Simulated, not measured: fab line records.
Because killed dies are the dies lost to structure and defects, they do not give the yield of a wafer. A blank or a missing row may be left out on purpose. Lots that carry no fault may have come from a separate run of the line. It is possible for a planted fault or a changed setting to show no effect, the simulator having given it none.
fab line records | flow sky130
record: lots: 11 wafers: 33 last-day: 50
route steps=708 shown LDD_LDN@300 SPACER@306 SD_P@327 PAD_OPEN@708
lots that met no fault: taken from a fault-free run of the same line
start-h: hours from the record's opening day to when the first of the lot's shown wafers began | wait-h: how many hours have passed since the lot's step before this one | " unchanged from the row above | L1.1+2: a single row standing in for several wafers | - value missing, or start not given | * or withheld: withheld | < > ~ a bound
route shown NAME@n: names a module that has steps shown in the file, with the first one's number in the route | usual: mean and standard deviation over wafers with no fault | same: alike in all rows | chamber/n: place in a boat | sites: the reading at each site | _std_site: standard deviation of those values | _edge_site: outer sites' mean less inner sites' | radius-mm: how far each site lies from the wafer's centre | mask NAME#n: copy n | behind: the most recent tool/chamber to have shaped the wafer | hold: cause of the lot's hold/its duration in hours/its outcome | device: transistor that didn't switch, given as n, p or np | end of line: the tests these same wafers got at the end of their route | for a step that has no rows: nothing shown but its recipe | killed: at the first sort, the dies lost to defects and structure; wafer yield is something else | map: shows each die of a wafer: x if killed, . if not, _ if none is there
set.NAME: setting as actually run; set.NAME@STEP: the setting as run at that earlier step | model.NAME: the simulator's own value behind a step, which no gauge read
the route's steps for a sample of lots (tables are steps, rows are wafers)
services: from which hour (start-h, from the record's first day; less than 0 if before it) a tool's chamber was out of use, for how many hours, and why
== steps ==
step: SKY_LDD_LDN_IMPLANT_11
recipe: species: As energy-kev: 15 dose-cm2: 1.25e+13 tilt-deg: withheld rotation-deg: 293
usual: dose-ions-cm2: 1.2498e+13/1.4e+10 end-station-pressure-torr: 5.02e-06/2.9e-07 faraday-current-uA: 70.4/1.4
columns lot.wafer tool chamber start-h wait-h dose-ions-cm2 end-station-pressure-torr faraday-current-uA
L797.2 implanter-03 0 539.85 0.1 1.2504e+13 5.25e-06 70.3
L797.3 " 0 " " 1.2512e+13 4.66e-06 71.6
L797.4 " 0 " " 1.2532e+13 5.07e-06 68.5
L798.1 implanter-02 0 546.72 0.1 1.2491e+13 5.51e-06 70.8
L798.2 " 0 " " 1.2475e+13 4.65e-06 70.1
L798.3 " 0 " " 1.2481e+13 5.4e-06 70.5
L801.1 implanter-02 0 568.12 0.1 1.2483e+13 5.44e-06 73.8
L801.2 " 0 " " 1.2482e+13 4.61e-06 70.3
L801.4 " 0 " " 1.2487e+13 4.83e-06 70.8
L805.3 implanter-04 0 609.12 0.1 1.2516e+13 5.27e-06 69.6
L805.4 " 0 " " 1.2501e+13 4.43e-06 70.3
L805.6 " 0 " " 1.2505e+13 5.12e-06 68.8
L807.3 implanter-02 0 618.02 0.1 1.2528e+13 4.92e-06 72.3
L807.4 " 0 " " 1.2521e+13 5.09e-06 71.6
L807.5 " 0 " " 1.2522e+13 5.77e-06 73.4
L806.3 implanter-02 0 622.22 0.1 1.2512e+13 5.11e-06 71.5
L806.5 " 0 " " 1.2488e+13 4.51e-06 68.3
L806.6 " 0 " " 1.2498e+13 4.86e-06 70.5
L808.4 implanter-04 0 627.00 0.1 1.2482e+13 4.68e-06 69.3
L808.5 " 0 " " 1.2529e+13 5.26e-06 71.4
L808.6 " 0 " " 1.2496e+13 4.88e-06 70.7
L812.1 implanter-02 0 666.82 0.1 1.2489e+13 5.2e-06 71.2
L812.4 " 0 " " 1.247e+13 4.86e-06 70.6
L812.6 " 0 " " 1.2483e+13 4.94e-06 70.0
L813.1 implanter-03 0 667.87 0.1 7.181e+12 4.88e-06 40.7
L813.5 " 0 " " 7.16e+12 4.96e-06 41.0
L813.6 " 0 " " 7.186e+12 5.11e-06 40.9
L815.1 implanter-03 0 684.12 0.1 7.162e+12 4.76e-06 39.5
L815.2 " 0 " " 7.157e+12 5.31e-06 39.9
L815.6 " 0 " " 7.168e+12 4.8e-06 41.1
L817.3 implanter-02 0 698.67 0.1 1.2496e+13 5.27e-06 66.5
L817.4 " 0 " " 1.2507e+13 4.64e-06 71.2
L817.6 " 0 " " 1.2511e+13 4.73e-06 72.4
step: SKY_LDD_LDN_STRIP_12
recipe: chemistry: O2/N2 power-w: 1400 pressure-mtorr: 1500 platen-temp-c: withheld o2-flow-sccm: 3000 n2-flow-sccm: 300 overash-fraction: 0.5
usual: drypump-motor-current-A: 5.8/0.35 oes-product-au: 0.716/0.0041 strip-time-to-endpoint-s: 14.18/0.036
columns lot.wafer tool chamber start-h wait-h drypump-motor-current-A oes-product-au rf-hours-counter-h strip-time-to-endpoint-s
L797.2 plasma-asher-02 0 539.97 0.1 5.5 0.724 11 14.17
L797.3 " 0 " " 5.6 0.718 - 14.15
L797.4 " 1 " " 5.9 0.718 - 14.18
L798.1 plasma-asher-01 1 546.87 0.1 6.1 0.718 44 14.11
L798.2 " 0 " " 5.5 0.709 44 14.20
L798.3 " 0 " " 5.5 0.720 - 14.11
L801.1 plasma-asher-03 1 568.27 0.1 6.3 0.723 75 14.11
L801.2 " 0 " " 5.2 0.715 75 14.15
L801.4 " 0 " " 5.2 0.717 - 14.11
L805.3 plasma-asher-03 1 609.25 0.1 6.3 0.713 - 14.17
L805.4 " 0 " " 5.2 0.720 - 14.19
L805.6 " 0 " " 5.2 0.717 - 14.22
L807.3 plasma-asher-01 0 618.15 0.1 5.5 0.721 - 14.12
L807.4 " 1 " " 6.1 0.713 - 14.18
L807.5 " 1 " " 6.1 0.713 - 14.20
L806.3 plasma-asher-01 1 622.36 0.1 6.1 0.709 - 14.20
L806.5 " 0 " " 5.5 0.717 - 14.19
L806.6 " 1 " " 6.1 0.712 - 14.21
L808.4 plasma-asher-01 1 627.11 0.1 6.0 0.720 - 14.18
L808.5 " 0 " " 5.5 0.715 - 14.19
L808.6 " 1 " " 6.2 0.713 - 14.19
L812.1 plasma-asher-01 0 666.97 0.1 5.5 0.716 57 14.22
L812.4 " 0 " " 5.5 0.715 - 14.22
L812.6 " 0 " " 5.5 0.715 - 14.22
L813.1 plasma-asher-01 1 668.02 0.1 6.1 0.714 57 14.14
L813.5 " 1 " " 6.1 0.712 - 14.13
L813.6 " 0 " " 5.5 0.719 - 14.17
L815.1 plasma-asher-03 0 684.27 0.1 5.2 0.713 86 14.11
L815.2 " 1 " " 6.3 0.715 86 14.17
L815.6 " 1 " " 6.3 0.719 - 14.14
L817.3 plasma-asher-02 0 698.80 0.1 5.6 0.712 - 14.14
L817.4 " 1 " " 5.9 0.717 - 14.19
L817.6 " 1 " " 5.9 0.712 - 14.14
step: SKY_LDD_LDN_TW_MEAS_13
usual: LDD_LDN_TW: 1484/13
columns lot.wafer tool chamber start-h wait-h hold LDD_LDN_TW
L797.2 film-metro-02 - 540.08 0.1 - 1466
L797.3 " - " " - 1469
L797.4 " - " " - 1472
L798.1 film-metro-04 - 546.97 0.1 - 1485
L798.2 " - " " - 1488
L798.3 " - " " - 1495
L801.1 film-metro-04 - 568.37 0.1 - 1502
L801.2 " - " " - 1498
L801.4 " - " " - 1502
L805.3 film-metro-02 - 609.34 0.1 - 1467
L805.4 " - " " - 1479
L805.6 " - " " - 1481
L807.3 film-metro-03 - 618.24 0.1 - 1473
L807.4 " - " " - 1477
L807.5 " - " " - 1480
L806.3 film-metro-04 - 622.44 0.1 - 1496
L806.5 " - " " - 1499
L806.6 " - " " - 1489
L808.4 film-metro-04 - 627.20 0.1 - 1503
L808.5 " - " " - 1497
L808.6 " - " " - 1489
L812.1 film-metro-03 - 667.07 0.1 - 1485
L812.4 " - " " - 1486
L812.6 " - " " - 1488
L813.1 film-metro-02 - 668.12 0.1 await-dispo/0.2h/release 1417
L813.5 " - " " await-dispo/0.2h/release 1418
L813.6 " - " " await-dispo/0.2h/release 1424
L813.1 film-metro-02 - 668.35 0.2 - 1404
L813.5 " - " " - 1410
L813.6 " - " " - 1414
L815.1 film-metro-02 - 684.37 0.1 await-dispo/0.2h/release 1422
L815.2 " - " " await-dispo/0.2h/release 1412
L815.6 " - " " await-dispo/0.2h/release 1416
L815.1 film-metro-02 - 684.60 0.2 - 1416
L815.2 " - " " - 1427
L815.6 " - " " - 1412
L817.3 film-metro-02 - 698.89 0.1 - 1464
L817.4 " - " " - 1465
L817.6 " - " " - 1465
step: SKY_SPACER_ETCHBACK_02
recipe: chemistry: CH3F/O2 target: Si3N4 stop-on: SiO2 source-w: 400 bias-w: 80 pressure-mtorr: 25 ch3f-flow-sccm: 40 O2_flow_sccm: 30 time-s: 46.7 target-depth-a: 450
usual: drypump-motor-current-A: 5.6/0.47 oes-product-au: 0.851/0.0062 throttle-valve-pct: 10.562/0.0098
same: time-s: 46.7
columns lot.wafer tool chamber start-h wait-h drypump-motor-current-A oes-product-au rf-hours-counter-h throttle-valve-pct
L797.2 rie-diel-03 1 542.05 0.0 5.0 0.864 9 10.560
L797.3 " 3 " " 6.5 0.872 9 10.566
L797.4 " 0 " " 5.7 0.856 18 10.571
L798.1 rie-diel-03 3 548.34 0.1 6.5 0.855 9 10.577
L798.2 " 1 " " 5.0 0.849 9 10.554
L798.3 " 0 " " 5.7 0.857 18 10.548
L801.1 rie-diel-01 3 571.12 0.1 4.9 0.852 5 10.538
L801.2 " 2 " " 5.8 0.848 8 10.571
L801.4 " 0 " " 6.1 0.856 3 10.570
L805.3 rie-diel-02 3 610.85 0.0 5.2 0.842 12 10.551
L805.4 " 0 " " 5.2 0.843 49 10.555
L805.6 " 2 " " 6.0 0.853 - 10.564
L807.3 rie-diel-02 2 621.22 0.0 6.0 0.844 22 10.558
L807.4 " 3 " " 5.2 0.842 12 10.569
L807.5 " 2 " " 6.1 0.853 - 10.556
L806.3 rie-diel-03 0 624.40 0.0 5.7 0.846 20 10.555
L806.5 " 2 " " 5.3 0.851 - 10.566
L806.6 " 1 " " 5.0 0.847 - 10.564
L808.4 rie-diel-03 2 629.15 0.0 5.4 0.846 6 10.549
L808.5 " 2 " " 5.3 0.848 - 10.566
L808.6 " 3 " " 6.5 0.853 - 10.564
L812.1 rie-diel-03 1 669.17 0.1 5.0 0.840 11 10.550
L812.4 " 1 " " 5.0 0.844 - 10.570
L812.6 " 3 " " 6.5 0.846 - 10.561
L813.1 rie-diel-02 3 671.44 0.1 5.2 0.846 13 10.566
L813.5 " 2 " " 6.0 0.850 - 10.576
L813.6 " 3 " " 5.2 0.858 - 10.562
L815.1 rie-diel-01 3 688.87 0.1 4.9 0.853 7 10.562
L815.2 " 2 " " 5.8 0.848 10 10.566
L815.6 " 1 " " 5.8 0.849 - 10.564
L817.3 rie-diel-03 2 700.99 0.0 5.3 0.855 8 10.562
L817.4 " 0 " " 5.7 0.871 21 10.576
L817.6 " 0 " " 5.7 0.849 - 10.574
step: SKY_SD_P_CD_MEAS_07
recipe: target-cd-nm: 380
usual: cd-nm: 380.9/1.8
columns lot.wafer tool chamber start-h wait-h cd-nm
L797.2 cd-sem-01 - 600.31 0.1 378.2
L797.3 " - " " 378.4
L797.4 " - " " 379.0
L798.1 cd-sem-02 - 607.82 0.1 377.6
L798.2 " - " " 379.0
L798.3 " - " " 378.3
L801.1 cd-sem-01 - 628.84 0.1 383.3
L801.2 " - " " 382.6
L801.4 " - " " 385.1
L805.3 cd-sem-02 - 667.58 0.1 382.2
L805.4 " - " " 380.5
L805.6 " - " " 383.7
L807.3 cd-sem-01 - 678.18 0.1 382.9
L807.4 " - " " 382.3
L807.5 " - " " 383.1
L806.3 cd-sem-02 - 681.88 0.1 379.8
L806.5 " - " " 381.4
L806.6 " - " " 379.8
L808.4 cd-sem-01 - 686.70 0.1 383.0
L808.5 " - " " 380.1
L808.6 " - " " 382.4
L812.1 cd-sem-01 - 724.69 0.1 382.3
L812.4 " - " " 382.0
L812.6 " - " " 385.3
L813.1 cd-sem-01 - 725.59 0.1 380.9
L813.5 " - " " 378.6
L813.6 " - " " 380.9
L815.1 cd-sem-01 - 740.29 0.1 382.1
L815.2 " - " " 380.5
L815.6 " - " " 380.4
L817.3 cd-sem-01 - 754.56 0.1 379.4
L817.4 " - " " 379.7
L817.6 " - " " 382.8
step: SKY_PAD_OPEN_PROBE_99
usual: killed_at_M0_to_M3: 43/7.7 killed_at_M4_up: 2.9/1.7 killed-at-contacts: 24/5.5 killed-at-front-end: 15/4 killed-at-other: 0.4/0.66 killed-dies: 86/9.4 killed-on-rim: 17/3.5 killed-open: 47/6.7 killed-short: 38/6.2
same: gross-dies: 492 killed-at-back-side: 0
columns lot.wafer tool chamber start-h wait-h killed_at_M0_to_M3 killed_at_M4_up killed-at-contacts killed-at-front-end killed-at-other killed-dies killed-on-rim killed-open killed-short
L797.2 prober-01 - 1081.75 0.1 41 4 25 21 0 91 20 49 41
L797.3 prober-01 - 1081.80 0.2 32 2 28 21 0 83 18 45 38
L797.4 prober-01 - 1081.85 0.2 53 3 18 19 1 94 23 51 41
L798.1 prober-02 - 1092.95 0.1 61 3 24 16 0 104 18 61 43
L798.2 prober-02 - 1093.00 0.1 39 3 15 16 0 73 18 36 36
L798.3 prober-02 - 1093.05 0.2 46 3 23 14 0 86 16 45 41
L801.1 prober-01 - 1105.66 0.1 33 6 28 10 0 77 17 44 33
L801.2 prober-01 - 1105.71 0.1 60 2 13 15 0 90 15 50 40
L801.4 prober-01 - 1105.81 0.2 47 5 21 16 0 89 16 49 40
L805.3 prober-01 - 1133.32 0.2 47 2 28 16 0 93 21 54 39
L805.4 prober-01 - 1133.37 0.2 43 2 28 21 0 94 15 56 38
L805.6 prober-01 - 1133.47 0.2 49 0 21 14 0 84 14 49 35
L807.3 prober-02 - 1136.49 0.2 55 3 20 16 0 94 19 54 39
L807.4 prober-02 - 1136.54 0.2 43 2 26 22 0 93 15 50 43
L807.5 prober-02 - 1136.59 0.2 44 0 23 10 0 77 15 44 33
L806.3 prober-01 - 1138.75 0.2 41 5 26 9 0 81 15 51 29
L806.5 prober-01 - 1138.85 0.2 51 2 20 16 0 89 17 53 36
L806.6 prober-01 - 1138.90 0.2 57 4 23 14 0 98 17 51 47
L808.4 prober-02 - 1144.96 0.2 43 3 23 25 1 95 22 53 42
L808.5 prober-02 - 1145.01 0.2 43 8 22 18 0 91 20 46 44
L808.6 prober-02 - 1145.06 0.2 52 2 28 18 0 100 19 57 43
L812.1 prober-02 - 1169.61 0.1 36 3 32 15 0 86 18 51 34
L812.4 prober-02 - 1169.76 0.2 42 5 18 17 0 82 14 45 36
L812.6 prober-02 - 1169.86 0.2 44 2 34 20 0 100 19 67 33
L813.1 prober-01 - 1170.50 0.1 43 1 26 12 0 82 18 39 43
L813.5 prober-01 - 1170.70 0.2 38 2 15 11 1 67 16 36 31
L813.6 prober-01 - 1170.75 0.2 36 5 28 24 0 93 15 48 45
L815.1 prober-01 - 1177.02 0.1 37 2 18 21 0 78 13 37 41
L815.2 prober-01 - 1177.07 0.1 32 1 33 15 0 81 15 49 31
L815.6 prober-01 - 1177.27 0.2 29 2 31 21 0 83 15 43 40
L817.3 prober-01 - 1188.56 0.2 39 4 38 15 0 96 24 53 43
L817.4 prober-01 - 1188.61 0.2 38 3 18 10 1 70 10 33 37
L817.6 prober-01 - 1188.71 0.2 38 1 24 13 0 76 18 41 35
killed by level:class
L797.2 CONTACT:geometric-particle:open=8 VIA2:geometric-particle:open=8 FIELD_ISO:geometric-particle:open=7 CONTACT:geometric-particle:short=7 FIELD_ISO:geometric-particle:short=6 LI_CONTACT:geometric-particle:open=6 VIA3:geometric-particle:open=6 METAL1:geometric-particle:short=4
L797.3 CONTACT:geometric-particle:open=9 VIA1:geometric-particle:open=9 LI_CONTACT:geometric-particle:open=6 CONTACT:geometric-particle:short=6 VIA3:geometric-particle:open=6 FIELD_ISO:geometric-particle:short=5 LOCAL_INTERCONNECT:geometric-particle:short=5 VIA2:geometric-particle:open=5
L797.4 VIA1:geometric-particle:open=11 CONTACT:geometric-particle:open=10 VIA3:geometric-particle:open=8 VIA2:geometric-particle:open=7 METAL1:geometric-particle:short=6 FIELD_ISO:geometric-particle:open=5 METAL2:geometric-particle:short=5 VIA2:geometric-particle:short=5
L798.1 VIA1:geometric-particle:open=14 VIA3:geometric-particle:open=12 VIA2:geometric-particle:open=10 METAL1:geometric-particle:short=9 CONTACT:geometric-particle:open=8 LI_CONTACT:geometric-particle:open=7 VIA1:geometric-particle:short=6 METAL2:geometric-particle:short=6
L798.2 VIA1:geometric-particle:open=9 VIA1:geometric-particle:short=6 POLY_GATE:geometric-particle:open=5 CONTACT:geometric-particle:open=5 VIA3:geometric-particle:open=5 METAL2:geometric-particle:short=4 METAL3:geometric-particle:short=4 FIELD_ISO:geometric-particle:short=3
L798.3 VIA3:geometric-particle:open=11 CONTACT:geometric-particle:open=8 VIA1:geometric-particle:open=8 CONTACT:geometric-particle:short=6 METAL2:geometric-particle:short=6 FIELD_ISO:geometric-particle:open=4 FIELD_ISO:geometric-particle:short=4 LI_CONTACT:geometric-particle:open=4
L801.1 CONTACT:geometric-particle:open=15 VIA2:geometric-particle:open=8 FIELD_ISO:geometric-particle:open=5 VIA1:geometric-particle:short=5 VIA1:geometric-particle:open=5 LI_CONTACT:geometric-particle:open=4 LOCAL_INTERCONNECT:geometric-particle:short=4 CONTACT:geometric-particle:short=4
L801.2 VIA1:geometric-particle:open=14 VIA2:geometric-particle:open=11 POLY_GATE:geometric-particle:short=7 VIA2:geometric-particle:short=7 VIA3:geometric-particle:open=7 METAL2:geometric-particle:short=7 LI_CONTACT:geometric-particle:open=6 CONTACT:geometric-particle:open=5
L801.4 VIA3:geometric-particle:open=11 VIA1:geometric-particle:open=7 LI_CONTACT:geometric-particle:open=6 CONTACT:geometric-particle:open=6 VIA1:geometric-particle:short=5 CONTACT:geometric-particle:short=5 METAL1:geometric-particle:short=5 METAL2:geometric-particle:short=5
L805.3 VIA1:geometric-particle:open=17 CONTACT:geometric-particle:open=16 POLY_GATE:geometric-particle:open=6 VIA1:geometric-particle:short=6 METAL3:geometric-particle:short=6 CONTACT:geometric-particle:short=5 FIELD_ISO:geometric-particle:open=4 LI_CONTACT:geometric-particle:open=4
L805.4 VIA1:geometric-particle:open=15 CONTACT:geometric-particle:open=13 CONTACT:geometric-particle:short=9 FIELD_ISO:geometric-particle:open=7 POLY_GATE:geometric-particle:short=6 METAL1:geometric-particle:short=5 VIA2:geometric-particle:open=4 POLY_GATE:geometric-particle:open=3
L805.6 VIA1:geometric-particle:open=15 CONTACT:geometric-particle:open=9 VIA2:geometric-particle:open=9 VIA3:geometric-particle:short=6 POLY_GATE:geometric-particle:short=6 VIA3:geometric-particle:open=6 LI_CONTACT:geometric-particle:open=5 POLY_GATE:geometric-particle:open=4
L807.3 VIA1:geometric-particle:open=15 METAL1:geometric-particle:short=10 VIA2:geometric-particle:open=9 CONTACT:geometric-particle:open=8 LI_CONTACT:geometric-particle:short=6 FIELD_ISO:geometric-particle:short=5 FIELD_ISO:geometric-particle:open=5 VIA3:geometric-particle:open=5
L807.4 CONTACT:geometric-particle:open=8 VIA1:geometric-particle:open=8 VIA2:geometric-particle:open=8 VIA3:geometric-particle:open=8 CONTACT:geometric-particle:short=6 POLY_GATE:geometric-particle:open=5 LI_CONTACT:geometric-particle:open=5 METAL2:geometric-particle:short=5
L807.5 VIA1:geometric-particle:open=9 CONTACT:geometric-particle:open=9 VIA3:geometric-particle:open=8 VIA2:geometric-particle:open=7 METAL2:geometric-particle:short=6 LOCAL_INTERCONNECT:geometric-particle:short=5 METAL1:geometric-particle:short=4 METAL3:geometric-particle:short=4
L806.3 VIA1:geometric-particle:open=12 LI_CONTACT:geometric-particle:open=10 VIA3:geometric-particle:open=9 VIA2:geometric-particle:open=7 CONTACT:geometric-particle:open=6 METAL2:geometric-particle:short=5 LI_CONTACT:geometric-particle:short=4 METAL1:geometric-particle:short=3
L806.5 VIA1:geometric-particle:open=11 VIA3:geometric-particle:open=11 LI_CONTACT:geometric-particle:open=8 CONTACT:geometric-particle:open=7 VIA1:geometric-particle:short=5 VIA3:geometric-particle:short=5 FIELD_ISO:geometric-particle:short=4 METAL1:geometric-particle:short=4
L806.6 VIA3:geometric-particle:open=12 CONTACT:geometric-particle:open=10 VIA1:geometric-particle:open=9 VIA1:geometric-particle:short=8 VIA3:geometric-particle:short=7 VIA2:geometric-particle:open=6 FIELD_ISO:geometric-particle:open=5 CONTACT:geometric-particle:short=5
L808.4 VIA1:geometric-particle:open=13 CONTACT:geometric-particle:open=8 POLY_GATE:geometric-particle:open=7 CONTACT:geometric-particle:short=7 FIELD_ISO:geometric-particle:short=6 VIA2:geometric-particle:open=5 VIA1:geometric-particle:short=5 FIELD_ISO:geometric-particle:open=4
L808.5 VIA1:geometric-particle:open=9 VIA3:geometric-particle:open=8 CONTACT:geometric-particle:open=8 FIELD_ISO:geometric-particle:short=6 POLY_GATE:geometric-particle:short=6 METAL4:geometric-particle:short=6 POLY_GATE:geometric-particle:open=5 LI_CONTACT:geometric-particle:open=5
L808.6 VIA1:geometric-particle:open=15 VIA2:geometric-particle:open=10 LI_CONTACT:geometric-particle:open=9 CONTACT:geometric-particle:open=9 CONTACT:geometric-particle:short=6 VIA3:geometric-particle:open=6 POLY_GATE:geometric-particle:short=5 FIELD_ISO:geometric-particle:short=4
L812.1 CONTACT:geometric-particle:open=10 LI_CONTACT:geometric-particle:open=9 VIA1:geometric-particle:open=9 VIA2:geometric-particle:open=8 LI_CONTACT:geometric-particle:short=7 METAL2:geometric-particle:short=5 FIELD_ISO:geometric-particle:short=4 FIELD_ISO:geometric-particle:open=4
L812.4 VIA1:geometric-particle:open=10 LI_CONTACT:geometric-particle:open=6 METAL1:geometric-particle:short=5 CONTACT:geometric-particle:open=5 VIA3:geometric-particle:open=5 FIELD_ISO:geometric-particle:open=4 FIELD_ISO:geometric-particle:short=4 POLY_GATE:geometric-particle:open=4
L812.6 CONTACT:geometric-particle:open=19 VIA1:geometric-particle:open=11 FIELD_ISO:geometric-particle:open=8 VIA2:geometric-particle:open=7 VIA3:geometric-particle:open=6 FIELD_ISO:geometric-particle:short=5 LI_CONTACT:geometric-particle:open=5 CONTACT:geometric-particle:short=5
L813.1 LI_CONTACT:geometric-particle:open=7 CONTACT:geometric-particle:open=7 VIA1:geometric-particle:open=7 POLY_GATE:geometric-particle:open=6 METAL2:geometric-particle:short=6 VIA2:geometric-particle:open=6 VIA3:geometric-particle:short=5 METAL1:geometric-particle:short=5
L813.5 VIA1:geometric-particle:open=9 VIA2:geometric-particle:open=6 CONTACT:geometric-particle:open=5 METAL1:geometric-particle:short=5 VIA1:geometric-particle:short=4 LOCAL_INTERCONNECT:geometric-particle:short=4 VIA3:geometric-particle:short=4 POLY_GATE:geometric-particle:short=3
L813.6 CONTACT:geometric-particle:open=11 VIA3:geometric-particle:open=8 VIA1:geometric-particle:open=8 POLY_GATE:geometric-particle:short=7 CONTACT:geometric-particle:short=6 FIELD_ISO:geometric-particle:short=5 LI_CONTACT:geometric-particle:open=4 LOCAL_INTERCONNECT:geometric-particle:short=4
L815.1 FIELD_ISO:geometric-particle:open=6 METAL3:geometric-particle:short=6 VIA1:geometric-particle:open=6 VIA3:geometric-particle:open=6 FIELD_ISO:geometric-particle:short=5 POLY_GATE:geometric-particle:short=5 CONTACT:geometric-particle:short=5 METAL1:geometric-particle:short=5
L815.2 CONTACT:geometric-particle:open=14 LI_CONTACT:geometric-particle:open=9 VIA3:geometric-particle:open=6 VIA1:geometric-particle:open=6 POLY_GATE:geometric-particle:open=5 FIELD_ISO:geometric-particle:short=4 METAL1:geometric-particle:short=4 VIA1:geometric-particle:short=4
L815.6 CONTACT:geometric-particle:open=13 CONTACT:geometric-particle:short=8 POLY_GATE:geometric-particle:short=6 FIELD_ISO:geometric-particle:open=5 POLY_GATE:geometric-particle:open=5 METAL1:geometric-particle:short=5 LOCAL_INTERCONNECT:geometric-particle:short=4 VIA3:geometric-particle:open=4
L817.3 CONTACT:geometric-particle:open=12 LI_CONTACT:geometric-particle:open=10 VIA1:geometric-particle:open=9 FIELD_ISO:geometric-particle:open=6 VIA2:geometric-particle:open=6 CONTACT:geometric-particle:short=6 LI_CONTACT:geometric-particle:short=5 METAL2:geometric-particle:short=5
L817.4 METAL1:geometric-particle:short=6 CONTACT:geometric-particle:short=6 CONTACT:geometric-particle:open=6 VIA2:geometric-particle:open=6 VIA1:geometric-particle:open=5 VIA1:geometric-particle:short=5 VIA3:geometric-particle:open=5 LI_CONTACT:geometric-particle:open=4
L817.6 LI_CONTACT:geometric-particle:open=12 VIA2:geometric-particle:open=7 CONTACT:geometric-particle:open=6 VIA3:geometric-particle:open=6 METAL1:geometric-particle:short=5 VIA1:geometric-particle:open=5 VIA1:geometric-particle:short=5 POLY_GATE:geometric-particle:short=4
== services ==
columns tool chamber start-h hours kind
rie-diel-02 2 517.24 14.0 repair
implanter-03 - 518.11 3.1 repair
rie-diel-01 1 535.40 - clean
rie-diel-02 1 569.41 - clean
rie-diel-02 1 569.41 17.7 scheduled-down
rie-diel-02 1 569.41 17.7 vent-cycle
plasma-asher-02 - 575.01 9.5 repair
rie-diel-01 - 601.03 7.9 repair
implanter-03 - 601.23 0.6 repair
implanter-03 - 603.69 23.2 pm
plasma-asher-03 - 624.33 12.8 repair
implanter-04 - 627.07 92.0 pm
rie-diel-01 1 629.23 4.1 repair
rie-diel-01 - 640.25 2.8 pm
rie-diel-02 - 645.53 0.2 repair
rie-diel-02 0 648.64 13.1 repair
plasma-asher-01 - 652.71 3.1 repair
rie-diel-03 0 663.81 8.6 repair
implanter-03 - 668.46 1.4 pm
implanter-03 - 679.77 2.8 pm
rie-diel-02 3 683.51 2.7 repair
implanter-02 - 685.81 1.9 repair
rie-diel-02 0 687.69 10.5 repair
implanter-02 - 698.83 74.9 pm
== key ==
first-sign: step: SKY_LDD_LDN_IMPLANT_11 reading: dose-ions-cm2 direction: down sigmas: 99+ usual: * struck: *
effect: step: SKY_LDD_LDN_IMPLANT_11 reading: faraday-current-uA direction: down sigmas: 21 usual: 70.4 struck: 40.5
effect: step: SKY_LDD_LDN_TW_MEAS_13 reading: visit direction: added
met-at SKY_LDD_LDN_IMPLANT_11
struck-lots L813,L815
tester-left-out L813,L815
not-acting-at SKY_LDD_LDN_STRIP_12,SKY_SPACER_ETCHBACK_02,SKY_SD_P_CD_MEAS_07
onset-between 539.85 667.87
fault: kind: process-parameter-drift tool: implanter-03 chamber: - onset-h: 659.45 steps: SKY_LDD_LDN_IMPLANT_11 channel: dose-cm2 offset: * shape: step end-h: 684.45 acts-in: * stated: *
tester-left-out: of these lots the tester's yield and bins aren't shown, on N5 and GAA mostly nor the transistor test; their killed dies are dies lost to structure and defects alone, not to doping, threshold or leakage, so they don't give the yield
